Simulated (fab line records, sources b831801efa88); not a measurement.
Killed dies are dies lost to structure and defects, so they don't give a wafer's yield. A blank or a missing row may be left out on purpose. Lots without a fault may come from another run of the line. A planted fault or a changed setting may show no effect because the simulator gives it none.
fab line records | flow sky130
record lots=6 wafers=18 last_day=50
route steps=708 shown LOCAL_INTERCONNECT@389 PAD_OPEN@708
lots that met no fault: from a run of the same line without faults
start_h: hours from the record's first day to the start of the lot's first wafer shown | wait_h: hours since the lot's step before | " the same as in the row above | L1.1+2: a row that stands for several wafers | - no value, or no start given | * or withheld: withheld | < > ~ a bound
route shown NAME@n: a module of which the file shows steps, and the number in the route of the first | usual: mean/standard deviation of fault-free wafers | same: alike in all rows | chamber/n: place in a boat | sites: the reading at each site | _std_site: their standard deviation | _edge_site: outer sites' mean less inner sites' | radius_mm: how far each site lies from the wafer's centre | mask NAME#n: copy n | behind: the tool/chamber that last shaped the wafer | hold: why the lot was held/for how many hours/how that ended | device: the transistor (n, p or np) that didn't switch | end of line: the same wafers' tests at the end of the route | a step without rows: its recipe alone | killed: dies lost to structure and defects at the first sort, not the wafer's yield | map: a wafer's dies, x killed, . not, _ none there
set.NAME: the setting as run; set.NAME@STEP: as run at that earlier step | model.NAME: the simulator's own value behind a step, which no gauge read
lots at some steps of the route; a table a step, a row a wafer
services: from which hour (start_h, from the record's first day; less than 0 if before it) a tool's chamber was out of use, for how many hours, and why
## steps
# step SKY_LOCAL_INTERCONNECT_THK_MEAS_02
# recipe thk_meas_gauge=xrf reads=TiN_of_LOCAL_INTERCONNECT_SPUTTER_00
# usual LOCAL_INTERCONNECT_TIN_THK=101.3/1.2
# columns lot.wafer tool chamber start_h wait_h LOCAL_INTERCONNECT_TIN_THK[nm]
L242.1 film_metro-01 - 664.00 0.1 101.8
L242.3 " - " " 100.6
L242.5 " - " " 100.4
L243.1 film_metro-04 - 699.90 0.1 100.5
L243.2 " - " " 101.8
L243.6 " - " " 101.6
L252.2 film_metro-01 - 768.20 0.1 99.8
L252.3 " - " " 99.9
L252.6 " - " " 98.8
L254.2 film_metro-04 - 770.63 0.1 102.7
L254.4 " - " " 101.0
L254.6 " - " " 103.0
L262.1 film_metro-01 - 826.45 0.1 104.3
L262.2 " - " " 103.7
L262.5 " - " " 103.2
L265.1 film_metro-04 - 856.26 0.1 102.0
L265.3 " - " " 100.3
L265.4 " - " " 101.6
# step SKY_LOCAL_INTERCONNECT_DEHYDRATE_03
# recipe temp_c=200 time_s=60
# step SKY_LOCAL_INTERCONNECT_HMDS_04
# recipe prime_time_s=60 prime_temp_c=120
# step SKY_LOCAL_INTERCONNECT_COAT_05
# recipe resist=BARC temp_c=withheld time_s=withheld spin_rpm=3000 resist_thk_nm=60
# step SKY_LOCAL_INTERCONNECT_COAT_06
# recipe resist=KrF-thick spin_rpm=3000 resist_thk_nm=450
# step SKY_LOCAL_INTERCONNECT_SOFTBAKE_07
# recipe temp_c=100 time_s=90 resist=KrF-thick
# step SKY_LOCAL_INTERCONNECT_EXPOSE_08
# recipe mask_id=LI1M na=0.8 source_shape=annular sigma_inner=0.55 sigma_outer=0.85 target_cd_nm=170 dose_mj=28
# step SKY_LOCAL_INTERCONNECT_PEB_09
# recipe peb_temp_c=withheld peb_time_s=withheld resist=KrF-thick
# step SKY_LOCAL_INTERCONNECT_DEVELOP_10
# recipe develop_time_s=60 resist=KrF-thick dev_temp_c=21
# step SKY_LOCAL_INTERCONNECT_CD_MEAS_11
# recipe target_cd_nm=170
# usual cd_nm=170.6/1.6
# columns lot.wafer tool chamber start_h wait_h cd_nm
L242.1 cd_sem-01 - 691.84 - 171.8
L242.3 " - " " 173.1
L242.5 " - " " 173.0
L243.1 cd_sem-02 - 727.14 - 172.3
L243.2 " - " " 171.8
L243.6 " - " " 171.6
L252.2 cd_sem-02 - 793.16 - 172.1
L252.3 " - " " 170.9
L252.6 " - " " 169.8
L254.2 cd_sem-01 - 795.76 - 169.4
L254.4 " - " " 168.5
L254.6 " - " " 169.7
L262.1 cd_sem-02 - 850.91 - 171.4
L262.2 " - " " 171.5
L262.5 " - " " 172.0
L265.1 cd_sem-02 - 882.54 - 170.7
L265.3 " - " " 172.3
L265.4 " - " " 172.2
# step SKY_LOCAL_INTERCONNECT_OVL_MEAS_12
# usual LOCAL_INTERCONNECT_OVL=0/5.4
# columns lot.wafer tool chamber start_h wait_h LOCAL_INTERCONNECT_OVL[nm]
L242.1 overlay-01 - 691.96 0.1 9
L242.3 " - " " 11
L242.5 " - " " 9
L243.1 overlay-01 - 727.26 0.1 3
L243.2 " - " " 2
L243.6 " - " " 0
L252.2 overlay-02 - 793.26 0.1 1
L252.3 " - " " 0
L252.6 " - " " -1
L254.2 overlay-01 - 795.87 0.1 -3
L254.4 " - " " 2
L254.6 " - " " 0
L262.1 overlay-02 - 851.03 0.1 -3
L262.2 " - " " -4
L262.5 " - " " 1
L265.1 overlay-01 - 882.66 0.1 4
L265.3 " - " " 6
L265.4 " - " " 0
# step SKY_LOCAL_INTERCONNECT_ETCH_13
# recipe chemistry=N2/H2 target=BARC ion_energy_ev=200 bias_w=100 pressure_mtorr=30 n2_flow_sccm=100 h2_flow_sccm=200 icp_w=500 stop_on=SiO2 time_s=45.9 target_depth_a=600
# usual drypump_motor_current_A=6.0/0.58 oes_product_au=0.854/0.0045 rf_fwd_power_W=494.7/2 throttle_valve_pct=13.226/0.0094
# columns lot.wafer tool chamber start_h wait_h drypump_motor_current_A oes_product_au rf_fwd_power_W rf_hours_counter_h throttle_valve_pct
L242.1 rie_metal-04 0 692.00 0.0 6.5 0.855 497.9 14.6 13.223
L242.3 " 1 " " 5.1 0.843 497.2 - 13.222
L242.5 " 1 " " 5.1 0.853 494.2 - 13.219
L243.1 rie_metal-02 0 727.29 0.0 6.8 0.856 496.1 4.0 13.234
L243.2 " 1 " " 5.7 0.851 497.1 3.6 13.222
L243.6 " 1 " " 5.7 0.855 495.2 - 13.231
L252.2 rie_metal-02 0 793.29 0.0 6.8 0.854 494.6 6.0 13.222
L252.3 " 0 " " 6.8 0.848 494.0 - 13.222
L252.6 " 1 " " 5.7 0.849 496.6 - 13.212
L254.2 rie_metal-02 0 795.90 0.0 6.8 0.856 494.6 6.1 13.223
L254.4 " 0 " " 6.8 0.855 496.2 - 13.239
L254.6 " 1 " " 5.7 0.853 493.7 - 13.217
L262.1 rie_metal-04 0 851.07 0.0 6.5 0.862 494.0 5.2 13.234
L262.2 " 1 " " 5.1 0.855 498.5 8.5 13.210
L262.5 " 0 " " 6.4 0.859 494.8 - 13.231
L265.1 rie_metal-01 0 882.70 0.0 5.6 0.854 492.1 10.1 13.222
L265.3 " 1 " " 5.7 0.856 496.7 - 13.228
L265.4 " 0 " " 5.6 0.858 494.7 - 13.236
# step SKY_LOCAL_INTERCONNECT_METAL_ETCH_14
# recipe target_depth_nm=110 stop_on=PSG chemistry=Cl2/BCl3 target=TiN resist_sidewall_deg=88 pressure_mtorr=10 icp_w=900 bias_w=48.5 Cl2_flow_sccm=60 bcl3_flow_sccm=30 time_s=31.4
# usual drypump_motor_current_A=6.0/0.58 oes_product_au=0.943/0.0083 rf_fwd_power_W=889/3.2 throttle_valve_pct=21.900/0.011
# columns lot.wafer tool chamber start_h wait_h drypump_motor_current_A oes_product_au rf_fwd_power_W rf_hours_counter_h throttle_valve_pct model.KrF-thick_of_LOCAL_INTERCONNECT_COAT_06.thk_nm model.LOCAL_INTERCONNECT.feature_depth_nm model.PSG_of_LI_CONTACT_HDPCVD_00.thk_nm
L242.1 rie_metal-04 0 692.06 0.0 6.4 0.946 890 14.7 21.896 347.6 100.6 588.2
L242.3 " 1 " " 5.1 0.936 896 - 21.916 349 99.5 589.5
L242.5 " 1 " " 5.1 0.949 893 - 21.917 350.1 99.34 588.9
L243.1 rie_metal-02 0 727.35 0.0 6.8 0.935 888 4.0 21.916 348.6 98.92 586.8
L243.2 " 1 " " 5.7 0.940 887 3.6 21.892 351.6 100.5 586.4
L243.6 " 1 " " 5.7 0.947 888 - 21.901 350 100.1 588.1
L252.2 rie_metal-02 0 793.35 0.0 6.8 0.940 889 6.0 21.915 349.9 98.76 587.5
L252.3 " 0 " " 6.8 0.930 886 - 21.899 350 98.63 587.4
L252.6 " 1 " " 5.7 0.929 1027 - 21.914 344.3 101 584.4
L254.2 rie_metal-02 0 795.96 0.0 6.8 0.943 887 6.1 21.892 348.7 101.3 587.8
L254.4 " 0 " " 6.8 0.939 889 - 21.908 348.6 99.84 590
L254.6 " 1 " " 5.7 0.965 1025 - 21.897 341.9 105.3 586.6
L262.1 rie_metal-04 0 851.13 0.0 6.4 0.953 887 5.3 21.888 351 103.2 586.7
L262.2 " 1 " " 5.1 0.952 885 8.6 21.883 352.4 102.8 586.8
L262.5 " 0 " " 6.5 0.951 889 - 21.898 349.2 102.5 587.2
L265.1 rie_metal-01 0 882.76 0.0 5.6 0.942 892 10.2 21.888 348.4 101.2 588
L265.3 " 1 " " 5.7 0.941 886 - 21.898 345.7 99.5 586.2
L265.4 " 0 " " 5.6 0.941 889 - 21.916 347 100.6 587.2
# step SKY_LOCAL_INTERCONNECT_STRIP_15
# recipe chemistry=O2/N2 power_w=1400 pressure_mtorr=1500 platen_temp_c=withheld o2_flow_sccm=3000 n2_flow_sccm=300 overash_fraction=0.5
# usual drypump_motor_current_A=5.8/0.36 oes_product_au=0.427/0.0048 strip_time_to_endpoint_s=4.728/0.018
# columns lot.wafer tool chamber start_h wait_h drypump_motor_current_A oes_product_au rf_hours_counter_h strip_time_to_endpoint_s
L242.1 plasma_asher-03 0 692.11 0.0 5.9 0.422 53 4.722
L242.3 " 0 " " 5.8 0.425 - 4.732
L242.5 " 0 " " 5.9 0.433 - 4.738
L243.1 plasma_asher-04 1 727.41 0.0 5.3 0.424 110 4.728
L243.2 " 0 " " 6.3 0.427 110 4.744
L243.6 " 0 " " 6.3 0.430 - 4.738
L252.2 plasma_asher-04 1 793.41 0.0 5.2 0.430 4 4.744
L252.3 " 1 " " 5.2 0.433 - 4.747
L252.6 " 0 " " 6.3 0.424 - 4.680
L254.2 plasma_asher-03 1 796.01 0.0 5.8 0.426 64 4.712
L254.4 " 1 " " 5.7 0.428 - 4.721
L254.6 " 0 " " 5.9 0.415 - 4.657
L262.1 plasma_asher-04 1 851.18 0.0 5.2 0.426 10 4.743
L262.2 " 0 " " 6.3 0.424 10 4.765
L262.5 " 1 " " 5.3 0.420 - 4.733
L265.1 plasma_asher-03 0 882.81 0.0 5.9 0.436 73 4.726
L265.3 " 1 " " 5.8 0.424 - 4.708
L265.4 " 0 " " 5.9 0.422 - 4.708
# step SKY_LOCAL_INTERCONNECT_STRIP_16
# recipe chemistry=post_etch_residue_remover time_s=1200 temp_c=72.5
# step SKY_PAD_OPEN_PROBE_99
# usual killed_at_M0_to_M3=44/6.5 killed_at_M4_up=3.3/1.9 killed_at_contacts=23/4.7 killed_at_front_end=15/4.5 killed_at_other=0.2/0.52 killed_dies=86/8.9 killed_open=47/6.8 killed_short=39/6.1
# same gross_dies=492 killed_at_back_side=0
# columns lot.wafer tool chamber start_h wait_h killed_at_M0_to_M3 killed_at_M4_up killed_at_contacts killed_at_front_end killed_at_other killed_dies killed_open killed_short
L243.1 prober-01 - 1084.80 0.1 42 3 27 17 0 89 58 31
L243.2 prober-01 - 1084.85 0.1 39 2 26 8 0 75 41 34
L243.6 prober-01 - 1085.05 0.2 46 3 23 9 0 81 48 33
L252.2 prober-01 - 1134.85 0.1 48 4 26 16 0 94 51 43
L252.3 prober-01 - 1134.90 0.2 47 2 28 19 0 96 53 43
L252.6 prober-01 - 1135.05 0.2 51 7 24 13 1 96 55 41
# killed by level:class
L243.1 LI_CONTACT:geometric_particle:open=13 VIA1:geometric_particle:open=11 CONTACT:geometric_particle:short=8 VIA2:geometric_particle:open=8 CONTACT:geometric_particle:open=5 VIA3:geometric_particle:open=5 VIA1:geometric_particle:short=5 FIELD_ISO:geometric_particle:short=4
L243.2 CONTACT:geometric_particle:open=9 LI_CONTACT:geometric_particle:open=8 VIA1:geometric_particle:open=8 VIA3:geometric_particle:open=6 METAL2:geometric_particle:short=6 VIA2:geometric_particle:open=6 CONTACT:geometric_particle:short=5 METAL1:geometric_particle:short=4
L243.6 VIA2:geometric_particle:open=12 VIA1:geometric_particle:open=10 METAL1:geometric_particle:short=9 LI_CONTACT:geometric_particle:open=8 CONTACT:geometric_particle:open=8 LOCAL_INTERCONNECT:geometric_particle:short=4 VIA3:geometric_particle:open=4 METAL4:geometric_particle:short=3
L252.2 VIA1:geometric_particle:open=15 VIA3:geometric_particle:open=10 CONTACT:geometric_particle:open=8 LI_CONTACT:geometric_particle:open=7 LOCAL_INTERCONNECT:geometric_particle:short=7 FIELD_ISO:geometric_particle:short=6 VIA1:geometric_particle:short=5 METAL2:geometric_particle:short=5
L252.3 FIELD_ISO:geometric_particle:open=9 CONTACT:geometric_particle:open=8 CONTACT:geometric_particle:short=7 VIA2:geometric_particle:open=7 VIA3:geometric_particle:open=7 LOCAL_INTERCONNECT:geometric_particle:short=6 VIA1:geometric_particle:short=6 VIA1:geometric_particle:open=6
L252.6 VIA1:geometric_particle:open=15 CONTACT:geometric_particle:open=12 METAL2:geometric_particle:short=9 VIA2:geometric_particle:short=6 FIELD_ISO:geometric_particle:open=5 VIA3:geometric_particle:open=5 VIA2:geometric_particle:open=4 METAL4:geometric_particle:short=4
## services
# columns tool chamber start_h hours kind
rie_metal-02 0 671.31 24.8 repair
rie_metal-04 - 689.62 1.4 pm
rie_metal-04 0 693.55 - clean
rie_metal-04 0 693.55 25.9 scheduled_down
rie_metal-04 0 693.55 25.9 vent_cycle
plasma_asher-03 - 721.92 3.1 repair
rie_metal-01 - 727.97 2.8 pm
plasma_asher-04 - 733.75 9.0 pm
plasma_asher-04 0 733.75 9.0 vent_cycle
plasma_asher-04 1 733.75 9.0 vent_cycle
plasma_asher-04 0 742.75 - clean
plasma_asher-04 1 742.75 - clean
plasma_asher-04 - 751.25 2.8 pm
plasma_asher-04 - 754.61 2.3 repair
rie_metal-02 0 758.48 8.0 repair
rie_metal-04 - 796.49 1.1 repair
rie_metal-04 0 803.90 6.0 repair
rie_metal-02 1 835.75 4.7 repair
rie_metal-02 0 836.96 4.8 repair
## key
first_sign step=SKY_LOCAL_INTERCONNECT_METAL_ETCH_14 reading=rf_fwd_power_W direction=up sigmas=42 usual=889 struck=1026
effect step=SKY_LOCAL_INTERCONNECT_STRIP_15 reading=strip_time_to_endpoint_s direction=down sigmas=3.3 usual=* struck=*
model_effect step=SKY_LOCAL_INTERCONNECT_METAL_ETCH_14 value=KrF-thick_of_LOCAL_INTERCONNECT_COAT_06.thk_nm without=349.2 struck=343.1
met_at SKY_LOCAL_INTERCONNECT_METAL_ETCH_14
struck_wafers L252.6,L254.6
tester_left_out L252,L254
onset_between 727.35 793.35
fault kind=process_parameter_drift tool=rie_metal-02 chamber=1 onset_h=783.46 steps=SKY_LOCAL_INTERCONNECT_METAL_ETCH_14 channel=icp_w offset=144 shape=step end_h=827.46 acts_in=these_recipes_only stated=900
# tester_left_out: of these lots the tester's yield and bins aren't shown, on N5 and GAA mostly nor the transistor test; their killed dies are dies lost to structure and defects alone, not to doping, threshold or leakage, so they don't give the yield
